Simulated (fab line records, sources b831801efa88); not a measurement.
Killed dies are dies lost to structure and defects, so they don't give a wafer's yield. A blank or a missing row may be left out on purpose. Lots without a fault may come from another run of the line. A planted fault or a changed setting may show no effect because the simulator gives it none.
Chamber matching | flow gf180mcu | GF_V1_CVD_02 on pecvd-01: 3 sister chambers
The step deposits SiO2 from TEOS, target thk 850 nm, time 94.851 s. 14 wafers are shown with their chamber, then 7 later ones without.

WAFERS WITH THEIR CHAMBER
wafer  | chamber | heater_power_outer_w (W) | heater_power_w (W)
L640.1 | 2       | 372                      | 623
L640.2 | 1       | 521                      | 803
L640.5 | 2       | 396                      | 665
L643.1 | 0       | 383                      | 648
L643.3 | 1       | 505                      | 817
L643.4 | 2       | 351                      | 601
L645.1 | 1       | 537                      | 842
L645.2 | 2       | 329                      | 600
L645.4 | 0       | 443                      | 713
L657.1 | 2       | 322                      | 588
L657.2 | 1       | 497                      | 776
L657.6 | 0       | 419                      | 667
L659.1 | 1       | 564                      | 874
L659.3 | 2       | 385                      | 684

SIGNATURES (means of the wafers above)
reading              | chamber 0 | chamber 1 | chamber 2 | scatter within a chamber
heater_power_outer_w | 415.00    | 524.80    | 359.17    | 29
heater_power_w       | 676.00    | 822.40    | 626.83    | 37.5
Rule: a wafer's distance from a chamber is the root of the sum, over the readings, of the square of ((its reading less the chamber's mean) divided by the reading's scatter). The wafer belongs to the nearest chamber; if the next one is less than 2 further off, it can't be placed. The scatter: the root of (the sum of the squares of (reading less its chamber's mean) over the shown wafers, divided by (wafers less chambers)).

WAFERS WITHOUT THEIR CHAMBER
wafer  | heater_power_outer_w (W) | heater_power_w (W)
L659.4 | 346                      | 573
L660.3 | 518                      | 822
L660.4 | 557                      | 877
L660.5 | 438                      | 708
L661.1 | 442                      | 694
L661.2 | 572                      | 859
L661.4 | 307                      | 535

WHICH CHAMBER EACH WENT THROUGH
wafer  | from the rows above | in truth
L659.4 | 2                   | 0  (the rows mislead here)
L660.3 | 1                   | 1
L660.4 | 1                   | 1
L660.5 | 0                   | 0
L661.1 | 0                   | 0
L661.2 | 1                   | 1
L661.4 | 2                   | 2
Placed correctly: 6 of 7. Can't be placed from these rows: 0. Placed wrongly: 1.
